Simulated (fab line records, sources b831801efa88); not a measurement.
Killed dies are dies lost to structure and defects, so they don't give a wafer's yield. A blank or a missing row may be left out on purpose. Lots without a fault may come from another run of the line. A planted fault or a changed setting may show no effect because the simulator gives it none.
fab line records | flow sky130
record lots=7 wafers=21 last_day=50
route steps=708 shown VIA1@481 METAL2@483 PAD_OPEN@708
lots that met no fault: from a run of the same line without faults
start_h: hours from the record's first day to the start of the lot's first wafer shown | wait_h: hours since the lot's step before | " the same as in the row above | L1.1+2: a row that stands for several wafers | - no value, or no start given | * or withheld: withheld | < > ~ a bound
route shown NAME@n: a module of which the file shows steps, and the number in the route of the first | usual: mean/standard deviation of fault-free wafers | same: alike in all rows | chamber/n: place in a boat | sites: the reading at each site | _std_site: their standard deviation | _edge_site: outer sites' mean less inner sites' | radius_mm: how far each site lies from the wafer's centre | mask NAME#n: copy n | behind: the tool/chamber that last shaped the wafer | hold: why the lot was held/for how many hours/how that ended | device: the transistor (n, p or np) that didn't switch | end of line: the same wafers' tests at the end of the route | a step without rows: its recipe alone | killed: dies lost to structure and defects at the first sort, not the wafer's yield | map: a wafer's dies, x killed, . not, _ none there
set.NAME: the setting as run; set.NAME@STEP: as run at that earlier step | model.NAME: the simulator's own value behind a step, which no gauge read
lots at some steps of the route; a table a step, a row a wafer
services: from which hour (start_h, from the record's first day; less than 0 if before it) a tool's chamber was out of use, for how many hours, and why
## steps
# step SKY_VIA1_THK_MEAS_23
# recipe thk_meas_gauge=xrf reads=W_of_VIA1_CVD_21
# usual VIA1_W_THK=271/3.5
# columns lot.wafer tool chamber start_h wait_h VIA1_W_THK[nm]
L618.2 film_metro-02 - 820.17 0.1 268
L618.3 " - " " 274
L618.4 " - " " 271
L625.2 film_metro-04 - 901.46 0.1 272
L625.4 " - " " 273
L625.5 " - " " 278
L627.1 film_metro-04 - 918.58 0.1 279
L627.2 " - " " 278
L627.4 " - " " 273
L629.2 film_metro-02 - 920.71 0.1 267
L629.4 " - " " 267
L629.6 " - " " 266
L630.3 film_metro-01 - 928.72 0.1 269
L630.5 " - " " 269
L630.6 " - " " 267
L633.4 film_metro-02 - 940.87 0.1 269
L633.5 " - " " 269
L633.6 " - " " 270
L634.1 film_metro-02 - 942.84 0.1 272
L634.2 " - " " 271
L634.3 " - " " 271
# step SKY_VIA1_CMP_24
# recipe stop_on=SiO2 t_overpolish_s=15 down_force_psi=3.5 platen_rpm=60 target_thk_nm=0 pad_velocity_m_s=0.94248
# step SKY_METAL2_SPUTTER_00
# recipe material=Ti target_thk_nm=15 power_w=3000 time_s=10 chamber_pressure_pa=0.4
# usual throttle_valve_pct=29.4/1.2
# columns lot.wafer tool chamber start_h wait_h throttle_valve_pct
L618.2 pvd_sputter-04 - 820.52 0.1 27.7
L618.3 " - " " 29.4
L618.4 " - " " 28.7
L625.2 pvd_sputter-02 - 901.81 0.1 29.4
L625.4 " - " " 29.4
L625.5 " - " " 28.6
L627.1 pvd_sputter-04 - 918.94 0.1 29.0
L627.2 " - " " 29.8
L627.4 " - " " 31.1
L629.2 pvd_sputter-02 - 921.06 0.2 29.3
L629.4 " - " " 29.1
L629.6 " - " " 32.2
L630.3 pvd_sputter-01 - 929.06 0.1 29.6
L630.5 " - " " 29.6
L630.6 " - " " 29.5
L633.4 pvd_sputter-02 - 941.20 0.2 28.6
L633.5 " - " " 29.3
L633.6 " - " " 29.1
L634.1 pvd_sputter-04 - 943.20 0.1 31.0
L634.2 " - " " 29.2
L634.3 " - " " 29.6
# step SKY_METAL2_SPUTTER_01
# recipe material=TiN target_thk_nm=20 power_w=6500 time_s=16.7 chamber_pressure_pa=0.4
# usual throttle_valve_pct=29.4/1.2
# columns lot.wafer tool chamber start_h wait_h throttle_valve_pct
L618.2 pvd_sputter-04 - 820.55 0.0 27.6
L618.3 " - " " 29.8
L618.4 " - " " 28.7
L625.2 pvd_sputter-02 - 901.83 0.0 29.1
L625.4 " - " " 29.2
L625.5 " - " " 28.7
L627.1 pvd_sputter-04 - 918.96 0.0 28.9
L627.2 " - " " 29.8
L627.4 " - " " 30.9
L629.2 pvd_sputter-02 - 921.09 0.0 29.2
L629.4 " - " " 28.8
L629.6 " - " " 31.9
L630.3 pvd_sputter-01 - 929.08 0.0 29.5
L630.5 " - " " 29.5
L630.6 " - " " 29.4
L633.4 pvd_sputter-02 - 941.22 0.0 28.8
L633.5 " - " " 29.3
L633.6 " - " " 29.2
L634.1 pvd_sputter-04 - 943.22 0.0 31.2
L634.2 " - " " 28.7
L634.3 " - " " 29.5
# step SKY_METAL2_SPUTTER_02
# recipe material=AlCu target_thk_nm=250 power_w=10600 time_s=13.3 chamber_pressure_pa=0.4
# usual throttle_valve_pct=29.4/1.2
# columns lot.wafer tool chamber start_h wait_h throttle_valve_pct
L618.2 pvd_sputter-04 - 820.57 0.0 27.5
L618.3 " - " " 29.7
L618.4 " - " " 28.8
L625.2 pvd_sputter-02 - 901.86 0.0 29.1
L625.4 " - " " 29.2
L625.5 " - " " 28.8
L627.1 pvd_sputter-04 - 918.99 0.0 29.0
L627.2 " - " " 29.6
L627.4 " - " " 31.1
L629.2 pvd_sputter-02 - 921.11 0.0 29.2
L629.4 " - " " 29.5
L629.6 " - " " 31.9
L630.3 pvd_sputter-01 - 929.11 0.0 29.4
L630.5 " - " " 29.5
L630.6 " - " " 29.8
L633.4 pvd_sputter-02 - 941.24 0.0 29.0
L633.5 " - " " 29.1
L633.6 " - " " 29.4
L634.1 pvd_sputter-04 - 943.25 0.0 31.2
L634.2 " - " " 28.8
L634.3 " - " " 29.7
# step SKY_METAL2_SPUTTER_03
# recipe material=Ti target_thk_nm=5 power_w=3000 time_s=3.3 chamber_pressure_pa=0.4
# step SKY_METAL2_SPUTTER_04
# recipe material=TiN target_thk_nm=70 power_w=6500 time_s=58.3 chamber_pressure_pa=0.4
# usual throttle_valve_pct=29.4/1.2
# columns lot.wafer tool chamber start_h wait_h throttle_valve_pct
L618.2 pvd_sputter-04 - 820.62 0.0 27.6
L618.3 " - " " 29.3
L618.4 " - " " 28.7
L625.2 pvd_sputter-02 - 901.90 0.0 29.1
L625.4 " - " " 29.5
L625.5 " - " " 28.9
L627.1 pvd_sputter-04 - 919.03 0.0 28.7
L627.2 " - " " 29.7
L627.4 " - " " 31.0
L629.2 pvd_sputter-02 - 921.16 0.0 29.2
L629.4 " - " " 28.9
L629.6 " - " " 31.9
L630.3 pvd_sputter-01 - 929.15 0.0 29.5
L630.5 " - " " 29.4
L630.6 " - " " 29.7
L633.4 pvd_sputter-02 - 941.29 0.0 28.6
L633.5 " - " " 29.0
L633.6 " - " " 29.4
L634.1 pvd_sputter-04 - 943.29 0.0 31.0
L634.2 " - " " 28.7
L634.3 " - " " 29.6
# step SKY_METAL2_RS_MEAS_05
# recipe thk_meas_gauge=four-point-probe reads=TiN_of_METAL2_SPUTTER_04+Ti_of_METAL2_SPUTTER_03+AlCu_of_METAL2_SPUTTER_02+TiN_of_METAL2_SPUTTER_01+Ti_of_METAL2_SPUTTER_00
# usual METAL2_ALCU_RS=0.1265/0.0015
# columns lot.wafer tool chamber start_h wait_h METAL2_ALCU_RS[ohm/sq]
L618.2 film_metro-04 - 820.68 0.0 0.1263
L618.3 " - " " 0.1269
L618.4 " - " " 0.1272
L625.2 film_metro-04 - 901.97 0.0 0.1270
L625.4 " - " " 0.1279
L625.5 " - " " 0.1270
L627.1 film_metro-04 - 919.08 0.0 0.1254
L627.2 " - " " 0.1267
L627.4 " - " " 0.1265
L629.2 film_metro-03 - 921.22 0.0 0.1285
L629.4 " - " " 0.1267
L629.6 " - " " 0.1266
L630.3 film_metro-04 - 929.24 0.1 0.1269
L630.5 " - " " 0.1263
L630.6 " - " " 0.1272
L633.4 film_metro-02 - 941.40 0.1 0.1243
L633.5 " - " " 0.1246
L633.6 " - " " 0.1254
L634.1 film_metro-02 - 943.34 0.0 0.1264
L634.2 " - " " 0.1266
L634.3 " - " " 0.1258
# step SKY_METAL2_THK_MEAS_06
# recipe thk_meas_gauge=xrf reads=AlCu_of_METAL2_SPUTTER_02
# usual METAL2_ALCU_THK=249.2/3
# columns lot.wafer tool chamber start_h wait_h METAL2_ALCU_THK[nm]
L618.2 film_metro-04 - 820.79 0.1 250.1
L618.3 " - " " 247.3
L618.4 " - " " 249.4
L625.2 film_metro-04 - 902.08 0.1 247.4
L625.4 " - " " 246.9
L625.5 " - " " 248.8
L627.1 film_metro-04 - 919.20 0.1 247.9
L627.2 " - " " 247.6
L627.4 " - " " 246.6
L629.2 film_metro-03 - 921.33 0.1 246.6
L629.4 " - " " 247.7
L629.6 " - " " 248.5
L630.3 film_metro-04 - 929.34 0.1 247.0
L630.5 " - " " 248.2
L630.6 " - " " 245.1
L633.4 film_metro-02 - 941.49 0.1 255.1
L633.5 " - " " 255.4
L633.6 " - " " 251.5
L634.1 film_metro-02 - 943.46 0.1 251.3
L634.2 " - " " 250.5
L634.3 " - " " 251.3
# step SKY_METAL2_DEHYDRATE_07
# recipe temp_c=200 time_s=60
# step SKY_METAL2_HMDS_08
# recipe prime_time_s=60 prime_temp_c=120
# step SKY_METAL2_COAT_09
# recipe resist=BARC temp_c=withheld time_s=withheld spin_rpm=3000 resist_thk_nm=60
# step SKY_METAL2_COAT_10
# recipe resist=KrF-thick spin_rpm=3000 resist_thk_nm=450
# usual resist_line_temp_C=23.01/0.098 spin_speed_rpm=2999.7/2
# columns lot.wafer tool chamber start_h wait_h resist_line_temp_C spin_speed_rpm model.KrF-thick_of_METAL2_COAT_10.thk_nm
L618.2 litho_track-01 0 832 - 22.96 3001.1 449.5
L618.3 " 0 " " 23.12 3001.6 449.4
L618.4 " 0 " " 23.04 3000.4 447.8
L625.2 litho_track-04 0 914 - 22.83 2999.7 448.9
L625.4 " 0 " " 22.96 2999.6 448.3
L625.5 " 0 " " 22.82 2999.3 447.9
L627.1 litho_track-04 0 931 - 22.81 2578.0 484.9
L627.2 " 0 " " 22.87 2573.3 485.2
L627.4 " 0 " " 23.05 2577.6 485.9
L629.2 litho_track-04 0 933 - 23.08 2575.2 486.2
L629.4 " 0 " " 22.98 2577.4 485.3
L629.6 " 0 " " 23.12 2578.7 485.3
L630.3 litho_track-04 0 941 - 23.05 2579.1 485.8
L630.5 " 0 " " 23.00 2575.1 485.5
L630.6 " 0 " " 22.83 2579.5 485
L633.4 litho_track-03 0 953 - 23.11 2998.5 448.4
L633.5 " 0 " " 22.97 2999.5 447.5
L633.6 " 0 " " 23.13 2998.7 449.7
L634.1 litho_track-03 0 955 - 23.08 2999.8 448.7
L634.2 " 0 " " 23.00 3000.7 449.1
L634.3 " 0 " " 22.98 2999.6 447.3
# step SKY_METAL2_SOFTBAKE_11
# recipe temp_c=100 time_s=91.89 resist=KrF-thick
# step SKY_METAL2_EXPOSE_12
# recipe mask_id=MM2 na=0.8 source_shape=annular sigma_inner=0.55 sigma_outer=0.85 target_cd_nm=140 dose_mj=28
# step SKY_METAL2_PEB_13
# recipe peb_temp_c=withheld peb_time_s=withheld resist=KrF-thick
# step SKY_METAL2_DEVELOP_14
# recipe develop_time_s=60 resist=KrF-thick dev_temp_c=21
# step SKY_METAL2_CD_MEAS_15
# recipe target_cd_nm=140
# usual cd_nm=139.9/1.5
# columns lot.wafer tool chamber start_h wait_h cd_nm
L618.2 cd_sem-02 - 845.76 - 142.4
L618.3 " - " " 142.3
L618.4 " - " " 141.9
L625.2 cd_sem-02 - 927.31 - 142.3
L625.4 " - " " 142.9
L625.5 " - " " 141.3
L627.1 cd_sem-02 - 944.23 - 139.7
L627.2 " - " " 140.6
L627.4 " - " " 140.7
L629.2 cd_sem-02 - 946.65 - 140.7
L629.4 " - " " 141.7
L629.6 " - " " 141.0
L630.3 cd_sem-02 - 954.33 - 141.9
L630.5 " - " " 140.3
L630.6 " - " " 140.2
L633.4 cd_sem-02 - 965.71 - 141.1
L633.5 " - " " 140.6
L633.6 " - " " 141.1
L634.1 cd_sem-02 - 967.73 - 139.0
L634.2 " - " " 138.2
L634.3 " - " " 139.8
# step SKY_METAL2_OVL_MEAS_16
# usual METAL2_OVL=-6/5.7
# columns lot.wafer tool chamber start_h wait_h METAL2_OVL[nm]
L618.2 overlay-02 - 845.87 0.1 -4
L618.3 " - " " -5
L618.4 " - " " -6
L625.2 overlay-02 - 927.42 0.1 -12
L625.4 " - " " -13
L625.5 " - " " -23
L627.1 overlay-02 - 944.35 0.1 0
L627.2 " - " " 3
L627.4 " - " " -2
L629.2 overlay-01 - 946.75 0.1 -4
L629.4 " - " " -7
L629.6 " - " " -8
L630.3 overlay-01 - 954.42 0.1 -4
L630.5 " - " " -7
L630.6 " - " " -3
L633.4 overlay-02 - 965.78 0.1 -11
L633.5 " - " " -9
L633.6 " - " " -15
L634.1 overlay-01 - 967.85 0.1 -10
L634.2 " - " " -7
L634.3 " - " " -13
# step SKY_METAL2_DESCUM_17
# recipe chemistry=O2 source_power_w=150 bias_power_w=0 pressure_mtorr=10 temp_c=40 time_s=8
# usual drypump_motor_current_A=5.6/0.33 oes_product_au=1.003/0.013
# columns lot.wafer tool chamber start_h wait_h drypump_motor_current_A oes_product_au rf_hours_counter_h
L618.2 rie_metal-01 1 845.90 0.0 5.1 0.998 6
L618.3 " 0 " " 5.5 0.986 -
L618.4 " 1 " " 5.1 1.003 -
L625.2 rie_metal-02 1 927.45 0.0 5.7 1.016 16
L625.4 " 1 " " 5.7 0.997 -
L625.5 " 0 " " 6.2 0.993 -
L627.1 rie_metal-04 0 944.38 0.0 5.9 1.029 1
L627.2 " 1 " " 5.6 1.002 10
L627.4 " 0 " " 5.9 1.022 -
L629.2 rie_metal-04 0 946.78 0.0 6.0 1.025 1
L629.4 " 1 " " 5.6 1.010 -
L629.6 " 0 " " 6.0 1.024 -
L630.3 rie_metal-04 1 954.46 0.0 5.6 1.009 -
L630.5 " 1 " " 5.6 1.013 -
L630.6 " 0 " " 5.9 1.024 -
L633.4 rie_metal-01 0 965.81 0.0 5.5 0.986 -
L633.5 " 0 " " 5.5 0.975 -
L633.6 " 1 " " 5.1 0.980 -
L634.1 rie_metal-04 0 967.88 0.0 6.0 1.031 2
L634.2 " 1 " " 5.6 1.017 12
L634.3 " 1 " " 5.6 1.014 -
# step SKY_METAL2_ETCH_18
# recipe chemistry=N2/H2 target=BARC ion_energy_ev=204.6 bias_w=100 pressure_mtorr=30 n2_flow_sccm=100 h2_flow_sccm=200 icp_w=500 stop_on=SiO2 time_s=45.9 target_depth_a=600
# step SKY_METAL2_METAL_ETCH_19
# recipe target_depth_a=3600 stop_on=SiO2 over_etch_frac=0.3 time_s=78 chemistry=Cl2/BCl3 resist_sidewall_deg=88 pressure_mtorr=10 icp_w=900 bias_w=48.5 Cl2_flow_sccm=60 bcl3_flow_sccm=30
# usual bcl3_flow_sccm=30.01/0.096 drypump_motor_current_A=5.6/0.33 oes_product_au=0.855/0.0053 throttle_valve_pct=22.264/0.0095
# same over_etch_frac=0.3
# columns lot.wafer tool chamber start_h wait_h bcl3_flow_sccm drypump_motor_current_A oes_product_au rf_hours_counter_h throttle_valve_pct model.KrF-thick_of_METAL2_COAT_10.thk_nm
L618.2 rie_metal-01 1 845.99 0.0 30.08 5.1 0.860 6 22.261 158.8
L618.3 " 0 " " 29.79 5.5 0.862 - 22.277 166.5
L618.4 " 1 " " 30.00 5.1 0.849 - 22.266 159.5
L625.2 rie_metal-02 1 927.54 0.0 30.16 5.7 0.858 16 22.263 153.9
L625.4 " 1 " " 30.08 5.7 0.853 - 22.262 151.8
L625.5 " 0 " " 30.10 6.2 0.845 - 22.281 160.5
L627.1 rie_metal-04 0 944.48 0.0 30.06 6.0 0.857 1 22.252 182.2
L627.2 " 1 " " 29.99 5.6 0.854 10 22.249 188.3
L627.4 " 0 " " 30.01 6.0 0.859 - 22.269 185.2
L629.2 rie_metal-04 0 946.88 0.0 30.08 5.9 0.850 1 22.268 183.5
L629.4 " 1 " " 30.11 5.6 0.855 - 22.273 190.1
L629.6 " 0 " " 30.02 6.0 0.857 - 22.273 184
L630.3 rie_metal-04 1 954.57 0.1 30.00 5.6 0.863 - 22.271 190.2
L630.5 " 1 " " 30.11 5.6 0.855 - 22.263 190.7
L630.6 " 0 " " 30.19 6.0 0.854 - 22.248 186.8
L633.4 rie_metal-01 0 965.93 0.1 29.97 5.5 0.863 - 22.274 163.6
L633.5 " 0 " " 30.07 5.5 0.863 - 22.251 164.2
L633.6 " 1 " " 30.07 5.1 0.851 - 22.270 160.2
L634.1 rie_metal-04 0 967.98 0.0 29.95 6.0 0.851 2 22.265 147.4
L634.2 " 1 " " 30.10 5.6 0.849 12 22.267 150.9
L634.3 " 1 " " 30.18 5.6 0.859 - 22.262 148.2
# step SKY_METAL2_STRIP_20
# recipe chemistry=O2/N2 power_w=1400 pressure_mtorr=1500 platen_temp_c=withheld o2_flow_sccm=3000 n2_flow_sccm=300 overash_fraction=0.5
# usual drypump_motor_current_A=5.6/0.32 oes_product_au=0.342/0.0052 strip_time_to_endpoint_s=2.67/0.058
# same overash_fraction=0.5
# columns lot.wafer tool chamber start_h wait_h drypump_motor_current_A oes_product_au rf_hours_counter_h strip_time_to_endpoint_s
L618.2 plasma_asher-02 1 846.08 0.1 5.5 0.337 10 2.70
L618.3 " 1 " " 5.5 0.347 - 2.78
L618.4 " 0 " " 5.6 0.344 - 2.71
L625.2 plasma_asher-03 0 927.63 0.1 6.0 0.340 50 2.64
L625.4 " 1 " " 5.9 0.345 - 2.64
L625.5 " 0 " " 6.0 0.343 - 2.71
L627.1 plasma_asher-03 1 944.57 0.1 5.9 0.352 52 2.94
L627.2 " 0 " " 6.0 0.355 52 3.01
L627.4 " 0 " " 6.0 0.351 - 2.98
L629.2 plasma_asher-02 0 946.97 0.1 5.6 0.358 21 2.97
L629.4 " 0 " " 5.6 0.354 - 3.05
L629.6 " 0 " " 5.6 0.358 - 2.99
L630.3 plasma_asher-02 0 954.66 0.1 5.7 0.362 - 3.05
L630.5 " 1 " " 5.5 0.352 - 3.04
L630.6 " 0 " " 5.6 0.355 - 3.00
L633.4 plasma_asher-04 0 966.02 0.1 5.3 0.343 - 2.76
L633.5 " 0 " " 5.3 0.350 - 2.76
L633.6 " 1 " " 5.0 0.341 - 2.71
L634.1 plasma_asher-02 1 968.07 0.1 5.5 0.336 23 2.58
L634.2 " 0 " " 5.6 0.341 23 2.61
L634.3 " 1 " " 5.5 0.329 - 2.58
# step SKY_METAL2_STRIP_21
# recipe chemistry=post_etch_residue_remover time_s=1200 temp_c=72.5
# step SKY_PAD_OPEN_PROBE_99
# usual defect_limited_yield=82.9/1.7 killed_at_M0_to_M3=42/6.7 killed_at_M4_up=3.4/2 killed_at_contacts=24/5.1 killed_at_front_end=14/4.2 killed_at_other=0.2/0.49 killed_dies=84/8.4 killed_open=46/7 killed_short=39/5.8 sort_bin_3_pad_short=0.8/0.42 sort_bin_5_function=10.2/1.3 sort_bin_6_memory=6.1/1 sort_n_pass=408/8.4 sort_yield_pct=82.9/1.7
# same gross_dies=492 killed_at_back_side=0 sort_bin_4_leakage[%]=0 sort_bin_8_speed[%]=0
# columns lot.wafer tool chamber start_h wait_h defect_limited_yield[%] killed_at_M0_to_M3 killed_at_M4_up killed_at_contacts killed_at_front_end killed_at_other killed_dies killed_open killed_short sort_bin_3_pad_short[%] sort_bin_5_function[%] sort_bin_6_memory[%] sort_n_pass sort_yield_pct[%]
L627.1 prober-01 - 1172.87 0.1 85.6 34 3 17 17 0 71 34 37 0.4 8.5 5.5 421 85.6
L627.2 prober-01 - 1172.92 0.1 80.1 50 1 36 11 0 98 62 36 0.8 10.6 8.5 394 80.1
L627.4 prober-01 - 1173.02 0.2 81.7 40 4 29 16 1 90 52 38 0.8 12.6 4.9 402 81.7
# killed by level:class
L627.1 VIA1:geometric_particle:open=7 VIA3:geometric_particle:open=6 LOCAL_INTERCONNECT:geometric_particle:short=6 SPACER:geometric_particle:short=4 LI_CONTACT:geometric_particle:open=4 METAL1:geometric_particle:short=4 METAL3:geometric_particle:short=4 FIELD_ISO:geometric_particle:short=3
L627.2 CONTACT:geometric_particle:open=15 VIA1:geometric_particle:open=15 LI_CONTACT:geometric_particle:open=11 VIA2:geometric_particle:open=7 LOCAL_INTERCONNECT:geometric_particle:short=6 METAL1:geometric_particle:short=6 VIA3:geometric_particle:open=5 METAL2:geometric_particle:short=4
L627.4 VIA3:geometric_particle:open=9 VIA1:geometric_particle:open=9 CONTACT:geometric_particle:open=9 CONTACT:geometric_particle:short=7 FIELD_ISO:geometric_particle:short=5 LI_CONTACT:geometric_particle:short=5 LI_CONTACT:geometric_particle:open=5 VIA2:geometric_particle:open=5
## services
# columns tool chamber start_h hours kind
rie_metal-01 - 802.08 1.4 pm
pvd_sputter-02 - 811.66 1.5 repair
pvd_sputter-01 - 814.61 11.5 repair
plasma_asher-03 - 819.31 2.8 pm
plasma_asher-03 - 833.50 15.6 pm
rie_metal-02 - 834.34 14.6 pm
pvd_sputter-02 - 850.15 3.1 repair
plasma_asher-03 - 861.53 4.5 repair
pvd_sputter-02 - 875.12 3.2 repair
pvd_sputter-01 0 882.92 - consumable_replace:kit
pvd_sputter-01 0 882.92 18.0 scheduled_down
pvd_sputter-01 0 882.92 18.0 vent_cycle
pvd_sputter-04 - 883.49 6.7 repair
rie_metal-04 0 899.38 - clean
rie_metal-04 0 899.38 22.9 scheduled_down
rie_metal-04 0 899.38 22.9 vent_cycle
pvd_sputter-01 - 900.93 0.5 repair
pvd_sputter-04 3 926.82 - consumable_replace:kit
pvd_sputter-04 3 926.82 18.0 scheduled_down
pvd_sputter-04 3 926.82 18.0 vent_cycle
plasma_asher-02 - 936.02 2.4 repair
pvd_sputter-01 - 952.13 3.7 repair
rie_metal-01 0 967.17 1.6 repair
## key
first_sign step=SKY_METAL2_COAT_10 reading=spin_speed_rpm direction=down sigmas=99+ usual=2999.7 struck=2577.1
effect step=SKY_METAL2_STRIP_20 reading=strip_time_to_endpoint_s direction=up sigmas=5.7 usual=* struck=*
model_effect step=SKY_METAL2_COAT_10 value=KrF-thick_of_METAL2_COAT_10.thk_nm without=450 struck=485.4
model_effect step=SKY_METAL2_METAL_ETCH_19 value=KrF-thick_of_METAL2_COAT_10.thk_nm without=151.3 struck=186.8
met_at SKY_METAL2_COAT_10
struck_wafers L627.1,L627.2,L627.4,L629.2,L629.4,L629.6,L630.3,L630.5,L630.6
onset_between 914 931
fault kind=process_parameter_drift tool=litho_track-04 chamber=- onset_h=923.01 steps=SKY_METAL2_COAT_10 channel=spin_rpm offset=-422.28 shape=step end_h=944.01 acts_in=these_recipes_only stated=3000
